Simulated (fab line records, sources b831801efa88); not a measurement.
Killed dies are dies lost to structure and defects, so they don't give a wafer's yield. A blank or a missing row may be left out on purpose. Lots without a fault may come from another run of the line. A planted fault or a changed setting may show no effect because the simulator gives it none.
Split-lot experiment | flow sky130 | 5 lots, 23 wafers read, on a route of 708 steps

THE SPLIT
At SKY_SD_N_SOFTBAKE_03 (time 60 s), the setting temp_c was moved away from the recipe's 90 C on 9 of the 23 wafers read, by -3.6% to +2.8%. The other wafers ran this setting at the recipe's value.

FROM THE SPLIT TO THE READING: what the file shows between them, 2 steps
- SKY_SD_N_EXPOSE_04: exposes mask NSDM, target cd 380 nm
- SKY_SD_N_PEB_05

THE READING
NOVOLAK_of_SD_N_COAT_02.thk_nm (the simulator's own value, which no gauge read), in nm, at SKY_SD_N_DEVELOP_06 (develop time 60 s). The file gives no usual value for it. The 14 wafers here that ran the recipe average 1142 nm, standard deviation 2.6 nm.

wafer  | tool, chamber at the split | temp_c as run, C | against the recipe | NOVOLAK_of_SD_N_COAT_02.thk_nm, nm | against lot-mates on the recipe
L074.1 | litho_track-01, 0          | 92.54            | +2.8%              | 1133                               | -11
L074.3 | litho_track-01, 0          | 90               | recipe             | 1146                               | -
L074.4 | litho_track-01, 0          | 90               | recipe             | 1143                               | -
L074.5 | litho_track-01, 0          | 92.54            | +2.8%              | 1132                               | -12
L074.6 | litho_track-01, 0          | 90               | recipe             | 1144                               | -
L075.1 | litho_track-01, 0          | 90               | recipe             | 1143                               | -
L075.3 | litho_track-01, 0          | 91.02            | +1.1%              | 1137                               | -5
L075.6 | litho_track-01, 0          | 91.02            | +1.1%              | 1137                               | -5
L075.4 | litho_track-01, 0          | 90               | recipe             | 1142                               | -
L075.5 | litho_track-01, 0          | 90               | recipe             | 1141                               | -
L078.2 | litho_track-02, 0          | 90               | recipe             | 1144                               | -
L078.3 | litho_track-02, 0          | 86.72            | -3.6%              | 1155                               | +12
L078.4 | litho_track-02, 0          | 86.72            | -3.6%              | 1153                               | +10
L078.5 | litho_track-02, 0          | 90               | recipe             | 1141                               | -
L078.6 | litho_track-02, 0          | 86.72            | -3.6%              | 1151                               | +8
L079.1 | litho_track-02, 0          | 90               | recipe             | 1136                               | -
L079.2 | litho_track-02, 0          | 90               | recipe             | 1145                               | -
L079.3 | litho_track-02, 0          | 90               | recipe             | 1139                               | -
L081.2 | litho_track-01, 0          | 90               | recipe             | 1142                               | -
L081.3 | litho_track-01, 0          | 90               | recipe             | 1145                               | -
L081.4 | litho_track-01, 0          | 91.22            | +1.4%              | 1138                               | -4
L081.5 | litho_track-01, 0          | 90               | recipe             | 1140                               | -
L081.6 | litho_track-01, 0          | 91.22            | +1.4%              | 1135                               | -7

THE FIT
A straight line over all 23 wafers: NOVOLAK_of_SD_N_COAT_02.thk_nm changes by -3.23 nm for each +1% of temp_c; r = -0.92; the points scatter about the line by 2.3 nm.
The same after taking each lot's own level away (the mean of its wafers on the recipe; 23 wafers): -3.37 nm for each +1%; r = -0.94; scatter 2.1 nm.
On that fit, the largest move of temp_c shifts the reading by 12 nm.
The lots' own levels span 1140.0 to 1144.3 nm, that is 1.7 times the standard deviation above.
So the lot-to-lot level changes the slope little: the two slopes agree.
Check: with one of the wafers moved furthest among these (-3.6%) left out of the fit, the line predicts +11.3 nm for it against its lot-mates. It came out at +12.5 nm against them.

OTHER SPLITS ON THESE WAFERS
These wafers also went through other splits before the reading. Each is held against what the fit with the lots' levels taken away leaves over:
other split on the same wafers          | wafers away from the commonest value | r with NOVOLAK_of_SD_N_COAT_02.thk_nm (lot level and that fit taken away)
SKY_SONOS_ONO_EXPOSE_10 dose_mj         | 6                                    | -0.12
SKY_SONOS_ONO_ETCH_15 time_s            | 10                                   | +0.03
SKY_RES_PROTECT_COAT_02 resist_thk_nm   | 8                                    | +0.31
SKY_POLY_GATE_COAT_07 spin_rpm          | 9                                    | -0.19
SKY_POLY_GATE_DEVELOP_12 develop_time_s | 5                                    | +0.06
SKY_LDD_N_IMPLANT_10 energy_kev         | 9                                    | +0.12
SKY_LDD_P_IMPLANT_09 dose_cm2           | 8                                    | +0.00
SKY_LDD_LDN_IMPLANT_08 energy_kev       | 11                                   | +0.17
SKY_SD_P_IMPLANT_09 energy_kev          | 6                                    | -0.10
SKY_RES_XHIGH_IMPLANT_07 dose_cm2       | 5                                    | +0.16

THE FILE'S OWN FIT
NOVOLAK_of_SD_N_COAT_02.thk_nm changes by -3.5 nm for each +1% of temp_c, r = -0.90.
